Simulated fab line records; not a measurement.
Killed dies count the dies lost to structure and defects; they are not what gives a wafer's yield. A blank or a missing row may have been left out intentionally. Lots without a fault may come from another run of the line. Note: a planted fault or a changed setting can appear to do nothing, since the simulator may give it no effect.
Which tool was responsible? | flow gf180mcu | at 1 step of a route of 602, 7 lots with 21 wafers sampled

## WHAT THE GAUGES SHOWED, per wafer
GF_SALICIDE_THK_MEAS_05: measures by xrf.
lot  | measured     | on            | SALICIDE_TIN_THK (nm)
L484 | day 15 13:26 | film-metro-03 | 19.78 19.92 20.25
L486 | day 16 04:41 | film-metro-01 | 19.59 19.47 19.51
L488 | day 16 23:17 | film-metro-01 | 19.70 19.75 19.57
L498 | day 20 15:42 | film-metro-01 | 19.80 19.51 19.77
L502 | day 21 22:07 | film-metro-01 | 20.37 20.46 20.11
L504 | day 22 19:32 | film-metro-01 | 20.22 20.08 20.24
L506 | day 23 07:55 | film-metro-03 | 19.99 19.97 19.99

## EACH LOT AND THE TOOL THAT RAN IT (in order: tool; ch and the chambers of the sampled wafers; start)
The record shows no process step preceding these readings.

## THE ANSWER, worked out from the rows above alone
Rule: the lots themselves supply what counts as usual. The widest of any qualifying gaps counts: lots, ordered by their means at a reading, are off when they make up no more than a third of the lots, leave a main group of 4 or more, and stand apart from it by 3 or more times the standard deviation of that group's means. Not used: any main group whose means are identical at the precision the tables above print for the reading. A lot without any number at a reading at which 4 lots or more have one is off too. Any other lot the step has rows for is counted as sound.
Across all readings shown, no lot is off: no conclusion can be drawn from this.

## WHAT THE SIMULATOR HAD PUT IN
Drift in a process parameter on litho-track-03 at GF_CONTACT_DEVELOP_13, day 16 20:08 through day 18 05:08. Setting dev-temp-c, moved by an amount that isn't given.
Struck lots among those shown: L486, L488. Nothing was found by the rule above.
